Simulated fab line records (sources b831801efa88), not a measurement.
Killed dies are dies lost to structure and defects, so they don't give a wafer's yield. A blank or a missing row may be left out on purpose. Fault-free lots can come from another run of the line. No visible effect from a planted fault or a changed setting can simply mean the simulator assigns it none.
8D (eight disciplines) problem report, filled in by code / flow gf180mcu / the parts of the form that need people (team, actions taken, sign-off) are left out

1. WHAT WENT WRONG
Wafers without a fault read 0.4000 Pa, standard deviation 0.00082; chamberPressurePa at GF_M3_SPUTTER_01 reads a mean of 0.1027 Pa on 2 wafers belonging to 2 lots. That is -99 or more standard deviations from the usual mean.
The step: material TiN, target thk 30 nm, time 25 s.
Earliest sighting: wafer L609.1 on pvdSputter-04 at day 20 16:56. Wafers with a number at this step in the record: 39, from 13 lots. By rule, "out" or "out of limits" means more than 4 standard deviations away from the usual mean. The rest of the wafers with a number are treated as sound.

2. WHAT IT IS, AND WHAT IT ISN'T
question=which readings at this step | is=chamberPressurePa, throttleValvePct | is not=-
question=which lots | is=L609, L613 | is not=L607, L608, L611, L619, L620, L622, L623, L624, L626, L628, L630
question=which wafers of those lots | is=L609.1, L613.3 | is not=L609.2, L609.5, L613.4, L613.6
question=read on which tools | is=pvdSputter-04 | is not=pvdSputter-01, pvdSputter-02
question=when | is=from day 20 16:56 | is not=up to then (8 sound wafers); but 29 sound wafers of L611, L613, L619, L620, L622, L623, L624, L626, L628, L630 came after

3. WHAT RULES OUT EACH SUSPECT
Counting: any tool at a process step up to the reading remains a suspect provided it ran every lot that is out. Sound lots after the first of them don't rule it out here, since some wafers of a struck lot are sound.
- pvdSputter-04 at GF_M3_SPUTTER_00 (material Ti, target thk 37.5 nm, time 150 s): kept. It processed each lot that is out (first: L609, day 20 16:50); up to then, its last sound lot is L608 (day 20 13:35).
- pvdSputter-04 at GF_M3_SPUTTER_01 (material TiN, target thk 30 nm, time 25 s): kept. It processed each lot that is out (first: L609, day 20 16:56); up to then, its last sound lot is L608 (day 20 13:42). Its own chamberPressurePa, throttleValvePct readings are out on those wafers.
Left after counting: pvdSputter-04 at GF_M3_SPUTTER_00, pvdSputter-04 at GF_M3_SPUTTER_01.

4. THE CAUSE (what the simulator had put in)
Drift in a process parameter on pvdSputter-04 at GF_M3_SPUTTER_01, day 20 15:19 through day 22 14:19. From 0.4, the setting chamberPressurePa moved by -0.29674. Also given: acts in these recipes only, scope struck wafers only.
Counting left 2 suspects, and this tool is among them.

5. THE CHAIN OF EFFECTS, in route order
Rows list readings where the struck wafers' mean (over those with a number) sits beyond 3 standard deviations from the usual. Readings are gone through only where the record gives a usual standard deviation; hours: the median, over the lots, of the time from a lot's start at the first step in this table giving one to that lot's start at this step; sigmas: the change measured in usual standard deviations.
hours=0; step=GF_M3_SPUTTER_01; reading=chamberPressurePa; usual=0.4000 Pa; on struck wafers=0.1027; change=-0.2973; sigmas=-99 or more
hours=0; step=GF_M3_SPUTTER_01; reading=throttleValvePct; usual=29.3 %; on struck wafers=57.8; change=+28.4; sigmas=+26
Its process steps:
- GF_M3_SPUTTER_01: material TiN, target thk 30 nm, time 25 s.
At these later measuring or inspecting steps, every struck wafer for which the step has a row has a number for every such reading, and none has moved that far: GF_M3_RS_MEAS_05.

6. WHAT WOULD HAVE CAUGHT IT SOONER
In this record the first reading out of limits was taken at day 20 16:56, 2 hours after the fault began at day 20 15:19.
